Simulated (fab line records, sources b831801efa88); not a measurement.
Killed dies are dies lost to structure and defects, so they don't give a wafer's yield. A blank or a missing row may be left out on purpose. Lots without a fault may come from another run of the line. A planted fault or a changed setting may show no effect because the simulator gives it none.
Chamber matching | flow gf180mcu | GF_V2_CMP_26 on cmp-02: 4 sister chambers
The step polishes, stops on SiO2, t overpolish 15 s, target thk 0 nm. 4 wafers are shown with their chamber, then 9 later ones without.

WAFERS WITH THEIR CHAMBER
wafer  | chamber | motor_current_A (A)
L229.2 | 2       | 10.9
L232.3 | 3       | 9.5
L234.3 | 0       | 10.2
L234.6 | 1       | 9.2

WAFERS WITHOUT THEIR CHAMBER
wafer  | motor_current_A (A)
L237.2 | 10.8
L237.3 | 10.6
L237.4 | 9.2
L238.3 | 10.8
L238.5 | 11.0
L238.6 | 10.0
L239.1 | 10.1
L239.2 | 9.6
L239.3 | 10.1

WHICH CHAMBER EACH WENT THROUGH
wafer  | from the rows above     | in truth
L237.2 | 2                       | 2
L237.3 | can't be placed: 2 or 0 | 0
L237.4 | 1                       | 1
L238.3 | 2                       | 2
L238.5 | 2                       | 2
L238.6 | 0                       | 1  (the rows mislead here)
L239.1 | 0                       | 0
L239.2 | 3                       | 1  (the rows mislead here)
L239.3 | 0                       | 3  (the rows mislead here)
Placed correctly: 5 of 9. Can't be placed from these rows: 1 (the true chamber is among the candidates in 1). Placed wrongly: 3.
How it was worked out, from the rows above alone: a wafer's distance from a chamber is the root of the sum, over the readings, of the square of ((its reading less the chamber's mean) divided by the reading's scatter). The wafer belongs to the nearest chamber; if the next one is less than 2 further off, it can't be placed. A chamber's mean is the mean of its shown wafers. The scatter: with one shown wafer a chamber, the root of the mean of the squares of how far each hidden wafer lies from its nearest shown one.
